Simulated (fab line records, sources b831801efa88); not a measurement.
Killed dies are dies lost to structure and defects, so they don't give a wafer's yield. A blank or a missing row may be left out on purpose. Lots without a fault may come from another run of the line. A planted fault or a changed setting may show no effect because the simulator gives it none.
fab line records | flow sky130
record lots=11 wafers=33 last_day=51
route steps=708 shown SONOS_ONO@182 GATE_OXIDE@197 SPACER@304 POLY_CUT@315
lots that met no fault: from a run of the same line without faults
start_h: hours from the record's first day to the start of the lot's first wafer shown | wait_h: hours since the lot's step before | " the same as in the row above | L1.1+2: a row that stands for several wafers | - no value, or no start given | * or withheld: withheld | < > ~ a bound
route shown NAME@n: a module of which the file shows steps, and the number in the route of the first | usual: mean/standard deviation of fault-free wafers | same: alike in all rows | chamber/n: place in a boat | sites: the reading at each site | _std_site: their standard deviation | _edge_site: outer sites' mean less inner sites' | radius_mm: how far each site lies from the wafer's centre | mask NAME#n: copy n | behind: the tool/chamber that last shaped the wafer | hold: why the lot was held/for how many hours/how that ended | device: the transistor (n, p or np) that didn't switch | end of line: the same wafers' tests at the end of the route | a step without rows: its recipe alone | killed: dies lost to structure and defects at the first sort, not the wafer's yield | map: a wafer's dies, x killed, . not, _ none there
set.NAME: the setting as run; set.NAME@STEP: as run at that earlier step | model.NAME: the simulator's own value behind a step, which no gauge read
steps of the route over a sample of lots; a table a step, a row a wafer
services: from which hour (start_h, from the record's first day; less than 0 if before it) a tool's chamber was out of use, for how many hours, and why
## steps
# step SKY_SONOS_ONO_OVL_MEAS_14
# usual SONOS_ONO_OVL=-0.3/1.6
# columns lot.wafer tool chamber start_h wait_h SONOS_ONO_OVL[nm]
L496.1 overlay-01 - 269.40 0.1 1.7
L496.2 " - " " 1.2
L496.4 " - " " 2.4
L497.1 overlay-01 - 288.80 0.1 0.4
L497.3 " - " " 1.6
L497.6 " - " " 1.2
L500.2 overlay-01 - 312.89 0.1 1.4
L500.3 " - " " 0.1
L500.5 " - " " -1.9
L499.1 overlay-01 - 313.18 0.1 0.7
L499.4 " - " " 1.3
L499.5 " - " " -0.1
L501.1 overlay-02 - 328.97 0.1 -0.9
L501.4 " - " " -2.4
L501.5 " - " " -2.1
L502.1 overlay-02 - 343.17 0.1 -0.4
L502.4 " - " " 2.2
L502.6 " - " " -0.3
L504.2 overlay-02 - 353.57 0.1 -2.8
L504.3 " - " " -1.7
L504.6 " - " " -0.4
L503.1 overlay-02 - 354.23 0.1 -1.8
L503.2 " - " " -1.4
L503.5 " - " " -1.9
L505.1 overlay-02 - 356.30 0.1 -1.5
L505.2 " - " " -1.5
L505.6 " - " " -0.6
L506.3 overlay-01 - 359.32 0.1 2.3
L506.4 " - " " 2.5
L506.6 " - " " 3.2
L519.2 overlay-01 - 476.66 0.1 -0.1
L519.5 " - " " 2.0
L519.6 " - " " 0.8
# step SKY_GATE_OXIDE_OVL_MEAS_10
# usual GATE_OXIDE_OVL=-0.6/1.8
# columns lot.wafer tool chamber start_h wait_h GATE_OXIDE_OVL[nm]
L496.1 overlay-02 - 296.68 0.1 -0.2
L496.2 " - " " -0.5
L496.4 " - " " -0.9
L497.1 overlay-02 - 317.38 0.1 0.6
L497.3 " - " " -3.0
L497.6 " - " " -1.0
L500.2 overlay-01 - 339.59 0.1 0.3
L500.3 " - " " 0.9
L500.5 " - " " -0.2
L499.1 overlay-01 - 341.03 0.1 0.3
L499.4 " - " " 1.7
L499.5 " - " " 1.4
L501.1 overlay-02 - 360.86 0.1 -0.8
L501.4 " - " " -1.1
L501.5 " - " " -2.0
L502.1 overlay-01 - 374.96 0.1 1.5
L502.4 " - " " 1.3
L502.6 " - " " 1.3
L504.2 overlay-02 - 383.44 0.1 -3.9
L504.3 " - " " -3.6
L504.6 " - " " -1.1
L503.1 overlay-02 - 384.38 0.1 -1.5
L503.2 " - " " -0.6
L503.5 " - " " -1.1
L505.1 overlay-02 - 388.21 0.1 -1.0
L505.2 " - " " -0.8
L505.6 " - " " -2.8
L506.3 overlay-02 - 389.34 0.1 -3.4
L506.4 " - " " -2.5
L506.6 " - " " -0.8
L519.2 overlay-01 - 508.99 0.1 -1.3
L519.5 " - " " -0.3
L519.6 " - " " -0.4
# step SKY_SPACER_CVD_00
# recipe material=Si3N4 precursor=DCS/NH3 target_thk_nm=43.1 temp_c=770 time_s=740 pressure_mtorr=250
# usual spike_tc_bottom_C=790.4/1.5 spike_tc_centre_C=770.0/1 spike_tc_lower_C=770.2/0.93 spike_tc_top_C=785.3/1.6 spike_tc_upper_C=770.2/0.93 susceptor_temp_C=769.9/0.31
# columns lot.wafer tool chamber start_h wait_h spike_tc_bottom_C spike_tc_centre_C spike_tc_lower_C spike_tc_top_C spike_tc_upper_C susceptor_temp_C
L496.1 lpcvd-02 1 506.73 0.0 790.8 771.3 769.8 786.6 769.9 770.0
L496.2 " 1 " " 788.7 770.2 770.8 786.9 769.6 770.0
L496.4 " 1 " " 788.9 770.3 770.0 786.9 771.0 769.8
L497.1 lpcvd-02 0 534.69 0.0 792.6 769.6 770.2 784.4 768.9 769.9
L497.3 " 0 " " 791.6 772.0 769.8 783.4 770.4 770.2
L497.6 " 0 " " 792.9 770.9 769.8 781.5 770.6 769.7
L500.2 lpcvd-02 1 558.27 0.6 789.1 770.0 769.0 786.3 769.7 769.4
L500.3 " 1 " " 789.9 769.3 769.5 786.4 770.6 770.1
L500.5 " 1 " " 788.9 768.9 769.1 787.2 770.9 769.7
L499.1 lpcvd-02 0 564.44 0.0 792.2 769.1 768.6 783.7 770.0 769.7
L499.4 " 0 " " 790.8 771.0 770.5 784.0 772.5 769.7
L499.5 " 0 " " 792.3 770.1 769.5 784.0 770.0 770.3
L501.1 lpcvd-02 0 584.54 1.9 792.9 771.3 771.2 785.3 770.0 769.2
L501.4 " 0 " " 793.1 769.3 769.7 784.0 770.0 770.0
L501.5 " 0 " " 792.4 770.4 770.2 784.4 770.2 769.5
L502.1 lpcvd-02 1 602.34 5.0 790.5 769.9 769.8 784.3 770.1 769.3
L502.4 " 1 " " 787.0 771.2 771.4 785.3 772.0 769.6
L502.6 " 1 " " 790.8 769.3 769.4 786.2 769.9 769.9
L504.2 lpcvd-02 0 604.60 1.6 792.7 772.9 769.5 783.8 770.3 770.3
L504.3 " 0 " " 790.7 771.4 769.9 782.7 771.9 770.3
L504.6 " 0 " " 792.7 770.7 771.3 784.7 770.3 769.7
L503.1 lpcvd-02 0 609.71 0.0 794.0 770.7 770.2 782.1 770.4 769.6
L503.2 " 0 " " 792.2 769.4 770.4 785.1 771.8 770.0
L503.5 " 0 " " 790.8 770.4 772.9 784.9 769.6 770.0
L505.1 lpcvd-02 0 610.92 0.6 778.8 754.1 756.0 768.8 755.1 754.3
L505.2 " 0 " " 777.8 754.9 754.0 768.8 753.9 754.5
L505.6 " 0 " " 776.3 754.3 755.1 768.3 755.1 754.7
L506.3 lpcvd-02 1 613.17 1.0 775.3 754.2 755.1 772.0 755.0 755.7
L506.4 " 1 " " 773.9 754.6 755.5 774.0 754.7 755.7
L506.6 " 1 " " 775.9 754.4 754.7 772.9 755.0 754.8
L519.2 lpcvd-02 1 721.25 0.5 789.4 770.5 770.4 785.7 768.9 770.2
L519.5 " 1 " " 790.1 769.7 770.7 785.4 771.1 770.1
L519.6 " 1 " " 787.8 769.7 771.8 785.5 768.4 770.3
# step SKY_SPACER_THK_MEAS_01
# recipe reads=Si3N4_of_SPACER_CVD_00
# usual SPACER_CVD_00_THK=43.0/0.35
# columns lot.wafer tool chamber start_h wait_h SPACER_CVD_00_THK[nm]
L496.1 film_metro-01 - 508.54 0.0 42.8
L496.2 " - " " 42.8
L496.4 " - " " 43.1
L497.1 film_metro-01 - 535.90 0.0 42.1
L497.3 " - " " 42.0
L497.6 " - " " 42.1
L500.2 film_metro-04 - 559.49 0.0 42.5
L500.3 " - " " 42.9
L500.5 " - " " 42.6
L499.1 film_metro-04 - 565.64 0.0 43.1
L499.4 " - " " 43.3
L499.5 " - " " 43.4
L501.1 film_metro-04 - 585.78 0.0 43.4
L501.4 " - " " 43.7
L501.5 " - " " 43.3
L502.1 film_metro-04 - 603.55 0.0 43.4
L502.4 " - " " 43.5
L502.6 " - " " 43.3
L504.2 film_metro-02 - 605.81 0.0 43.3
L504.3 " - " " 43.1
L504.6 " - " " 43.3
L503.1 film_metro-01 - 610.92 0.0 43.2
L503.2 " - " " 43.3
L503.5 " - " " 42.9
L505.1 film_metro-01 - 612.12 0.0 31.8
L505.2 " - " " 32.0
L505.6 " - " " 32.3
L506.3 film_metro-01 - 614.40 0.0 31.6
L506.4 " - " " 31.9
L506.6 " - " " 31.9
L519.2 film_metro-01 - 722.46 0.0 42.8
L519.5 " - " " 42.6
L519.6 " - " " 42.8
# step SKY_SPACER_ETCHBACK_02
# recipe chemistry=CH3F/O2 target=Si3N4 stop_on=SiO2 source_w=400 bias_w=80 pressure_mtorr=25 ch3f_flow_sccm=40 O2_flow_sccm=30 time_s=46.7 target_depth_a=450
# usual drypump_motor_current_A=5.7/0.54 oes_product_au=0.854/0.0058 throttle_valve_pct=10.563/0.0096
# columns lot.wafer tool chamber start_h wait_h drypump_motor_current_A oes_product_au rf_hours_counter_h throttle_valve_pct
L496.1 rie_diel-01 3 508.60 0.1 6.0 0.851 79 10.574
L496.2 " 2 " " 6.3 0.856 25 10.573
L496.4 " 1 " " 6.0 0.859 53 10.573
L497.1 rie_diel-02 0 535.96 0.1 4.8 0.845 38 10.544
L497.3 " 2 " " 4.7 0.838 84 10.547
L497.6 " 2 " " 4.7 0.845 - 10.571
L500.2 rie_diel-02 0 559.54 0.0 4.8 0.851 38 10.549
L500.3 " 1 " " 4.9 0.852 8 10.560
L500.5 " 1 " " 4.9 0.850 - 10.547
L499.1 rie_diel-02 1 565.70 0.1 4.9 0.855 8 10.567
L499.4 " 3 " " 5.5 0.854 - 10.556
L499.5 " 0 " " 4.8 0.855 - 10.568
L501.1 rie_diel-02 0 585.84 0.1 4.8 0.857 39 10.580
L501.4 " 1 " " 4.9 0.864 - 10.554
L501.5 " 2 " " 4.7 0.858 - 10.576
L502.1 rie_diel-02 3 603.61 0.1 5.5 0.859 4 10.559
L502.4 " 2 " " 4.7 0.861 0 10.570
L502.6 " 0 " " 4.8 0.856 - 10.567
L504.2 rie_diel-04 0 605.86 0.0 6.3 0.861 2 10.554
L504.3 " 1 " " 5.7 0.858 5 10.559
L504.6 " 1 " " 5.7 0.859 - 10.563
L503.1 rie_diel-04 1 610.98 0.1 5.7 0.850 5 10.554
L503.2 " 3 " " 5.5 0.859 0 10.582
L503.5 " 3 " " 5.5 0.854 - 10.568
L505.1 rie_diel-01 1 612.18 0.1 6.0 0.732 55 10.534
L505.2 " 3 " " 6.0 0.737 1 10.546
L505.6 " 0 " " 6.1 0.731 - 10.544
L506.3 rie_diel-01 3 614.44 0.0 6.0 0.720 1 10.554
L506.4 " 0 " " 6.1 0.743 13 10.553
L506.6 " 2 " " 6.4 0.730 - 10.570
L519.2 rie_diel-01 0 722.51 0.0 6.1 0.853 16 10.549
L519.5 " 0 " " 6.1 0.851 - 10.574
L519.6 " 3 " " 6.0 0.853 - 10.573
# step SKY_POLY_CUT_CD_MEAS_08
# recipe target_cd_nm=270
# usual cd_nm=270.3/1.4
# columns lot.wafer tool chamber start_h wait_h cd_nm
L496.1 cd_sem-02 - 539.21 - 271.8
L496.2 " - " " 271.7
L496.4 " - " " 272.6
L497.1 cd_sem-02 - 565.66 - 269.6
L497.3 " - " " 270.0
L497.6 " - " " 271.2
L500.2 cd_sem-01 - 590.12 - 269.1
L500.3 " - " " 270.0
L500.5 " - " " 268.8
L499.1 cd_sem-01 - 596.43 - 270.8
L499.4 " - " " 270.0
L499.5 " - " " 268.8
L501.1 cd_sem-01 - 614.33 - 272.8
L501.4 " - " " 272.4
L501.5 " - " " 270.9
L502.1 cd_sem-01 - 632.36 - 269.1
L502.4 " - " " 270.0
L502.6 " - " " 269.2
L504.2 cd_sem-02 - 634.87 - 270.8
L504.3 " - " " 271.5
L504.6 " - " " 270.2
L503.1 cd_sem-01 - 640.23 - 272.5
L503.2 " - " " 271.6
L503.5 " - " " 272.5
L505.1 cd_sem-02 - 641.36 - 270.2
L505.2 " - " " 268.7
L505.6 " - " " 268.7
L506.3 cd_sem-02 - 643.37 - 268.6
L506.4 " - " " 269.6
L506.6 " - " " 270.5
L519.2 cd_sem-01 - 750.92 - 271.0
L519.5 " - " " 270.3
L519.6 " - " " 270.8
## services
# columns tool chamber start_h hours kind
rie_diel-04 - 512.24 1.7 repair
rie_diel-01 3 546.56 - clean
rie_diel-01 3 546.56 18.8 scheduled_down
rie_diel-01 3 546.56 18.8 vent_cycle
rie_diel-02 2 556.37 - clean
rie_diel-02 2 556.37 19.3 scheduled_down
rie_diel-02 2 556.37 19.3 vent_cycle
rie_diel-04 2 568.23 7.2 repair
rie_diel-04 0 571.94 7.0 repair
rie_diel-02 3 576.00 18.3 repair
rie_diel-04 3 578.96 - clean
rie_diel-04 3 578.96 18.3 scheduled_down
rie_diel-04 - 586.17 14.6 pm
rie_diel-02 2 588.20 5.2 repair
rie_diel-02 - 593.50 2.8 pm
lpcvd-02 - 596.23 6.1 pm
rie_diel-01 1 654.22 4.0 repair
rie_diel-01 1 673.06 23.8 repair
rie_diel-01 1 696.89 - clean
rie_diel-01 1 696.89 31.0 scheduled_down
rie_diel-01 1 696.89 31.0 vent_cycle
rie_diel-01 2 705.83 6.2 repair
lpcvd-02 - 710.09 2.9 repair
rie_diel-02 3 721.32 6.1 repair
## key
first_sign step=SKY_SPACER_CVD_00 reading=susceptor_temp_C direction=down sigmas=48 usual=* struck=*
effect step=SKY_SPACER_CVD_00 reading=spike_tc_upper_C direction=down sigmas=17 usual=770.2 struck=754.8
effect step=SKY_SPACER_THK_MEAS_01 reading=SPACER_CVD_00_THK direction=down sigmas=32 usual=43.0 struck=31.9
effect step=SKY_SPACER_ETCHBACK_02 reading=oes_product_au direction=down sigmas=21 usual=0.854 struck=0.732
met_at SKY_SPACER_CVD_00
struck_lots L505,L506
tester_left_out L505,L506
not_acting_at SKY_SONOS_ONO_OVL_MEAS_14,SKY_GATE_OXIDE_OVL_MEAS_10,SKY_POLY_CUT_CD_MEAS_08
fault kind=process_parameter_drift tool=lpcvd-02 chamber=- onset_h=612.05 steps=SKY_SPACER_CVD_00 channel=temp_c offset=* shape=step end_h=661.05 acts_in=* stated=*
# tester_left_out: of these lots the tester's yield and bins aren't shown, on N5 and GAA mostly nor the transistor test; their killed dies are dies lost to structure and defects alone, not to doping, threshold or leakage, so they don't give the yield
